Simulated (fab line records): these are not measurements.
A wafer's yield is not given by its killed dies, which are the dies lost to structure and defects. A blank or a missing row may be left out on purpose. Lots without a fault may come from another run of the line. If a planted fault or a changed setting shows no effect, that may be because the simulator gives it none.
Split-lot study | flow gf180mcu | route with 602 steps; 5 lots, 23 wafers read

## THE SPLIT
At GF_MIM_SPUTTER_03 (material Ti, target thk 10 nm, time 6.7 s), the setting timeS was moved away from the recipe's 6.7 s on 7 of the 23 wafers read, by -14.2% to +10.8%. This setting was run at the recipe's value on the other wafers.

The reading comes from the split's own step.

## THE READING
Ti_of_MIM_SPUTTER_03.thkNm (the simulator's own value, which no gauge read), in nm, at GF_MIM_SPUTTER_03 (material Ti, target thk 10 nm, time 6.7 s). There is no usual value for it anywhere in the file. Across the 16 wafers here that went through the recipe, the average is 10.079 nm and the standard deviation 0.16 nm.

wafer  | tool, chamber at the split | timeS as run, s | against the recipe | Ti_of_MIM_SPUTTER_03.thkNm, nm | against lot-mates on the recipe
L074.1 | pvdSputter-01, -           | 7.426           | +10.8%             | 11.06                          | +1.088
L074.3 | pvdSputter-01, -           | 6.7             | recipe             | 10.06                          | -
L074.4 | pvdSputter-01, -           | 6.7             | recipe             | 9.878                          | -
L074.5 | pvdSputter-01, -           | 7.426           | +10.8%             | 10.97                          | +0.998
L074.6 | pvdSputter-01, -           | 6.7             | recipe             | 9.979                          | -
L076.1 | pvdSputter-02, -           | 6.7             | recipe             | 9.855                          | -
L076.2 | pvdSputter-02, -           | 6.7             | recipe             | 10.15                          | -
L076.3 | pvdSputter-02, -           | 6.7             | recipe             | 10                             | -
L076.5 | pvdSputter-02, -           | 6.7             | recipe             | 10.07                          | -
L076.6 | pvdSputter-02, -           | 6.7             | recipe             | 9.962                          | -
L078.1 | pvdSputter-01, -           | 5.748           | -14.2%             | 8.672                          | -1.395
L078.2 | pvdSputter-01, -           | 5.748           | -14.2%             | 8.801                          | -1.266
L078.3 | pvdSputter-01, -           | 6.7             | recipe             | 10.12                          | -
L078.4 | pvdSputter-01, -           | 6.7             | recipe             | 10.04                          | -
L078.5 | pvdSputter-01, -           | 6.7             | recipe             | 10.04                          | -
L079.1 | pvdSputter-02, -           | 6.7             | recipe             | 10.39                          | -
L079.4 | pvdSputter-02, -           | 6.7             | recipe             | 10.23                          | -
L079.6 | pvdSputter-02, -           | 6.7             | recipe             | 10.45                          | -
L085.1 | pvdSputter-02, -           | 6.7             | recipe             | 9.947                          | -
L085.2 | pvdSputter-02, -           | 6.7             | recipe             | 10.09                          | -
L085.3 | pvdSputter-02, -           | 7               | +4.5%              | 10.28                          | +0.261
L085.6 | pvdSputter-02, -           | 7               | +4.5%              | 10.28                          | +0.261
L085.4 | pvdSputter-02, -           | 7               | +4.5%              | 10.39                          | +0.372

FIT RESULTS
A straight line over all 23 wafers: Ti_of_MIM_SPUTTER_03.thkNm changes by +0.0885 nm for each +1% of timeS; r = +0.96; the points scatter about the line by 0.15 nm.
The same after taking each lot's own level away (the mean of its wafers on the recipe; 23 wafers): +0.0923 nm for each +1%; r = +0.99; scatter 0.089 nm.
Per that fit: largest timeS move, reading shift of 1.3 nm.
Across the lots, their own levels run from 9.9723 to 10.3567 nm, a range of 2.4 times the standard deviation given above.
The two slopes are in agreement: the lot-to-lot level therefore moves the slope only a little.
Check: with one of the wafers moved furthest among these (-14.2%) left out of the fit, the line predicts -1.29 nm for it against its lot-mates. It came out at -1.39 nm against them.

## THESE WAFERS: OTHER SPLITS
Note: prior to the reading, these wafers also went through further splits. Each is held against what the fit with the lots' levels taken away leaves over:
other split on the same wafers | wafers away from the commonest value | r with Ti_of_MIM_SPUTTER_03.thkNm (lot level and that fit taken away)
GF_M1_SPUTTER_04 powerW        | 5                                    | -0.07
GF_V1_CMP_04 leaveAboveRefNm   | 6                                    | -0.45
GF_V1_SOFTBAKE_10 tempC        | 5                                    | +0.02
GF_V2_COAT_09 resistThkNm      | 5                                    | -0.20
GF_V2_SOFTBAKE_10 tempC        | 9                                    | -0.39
GF_M3_SPUTTER_01 powerW        | 4                                    | +0.25
GF_M3_SPUTTER_04 powerW        | 5                                    | +0.01
GF_V3_SPUTTER_21 powerW        | 8                                    | +0.06
GF_M4_SPUTTER_04 powerW        | 10                                   | +0.00
GF_V4_EXPOSE_11 doseMj         | 8                                    | +0.19

## THE FILE'S OWN FIT
Ti_of_MIM_SPUTTER_03.thkNm changes by +0.0928 nm for each +1% of timeS, r = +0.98.
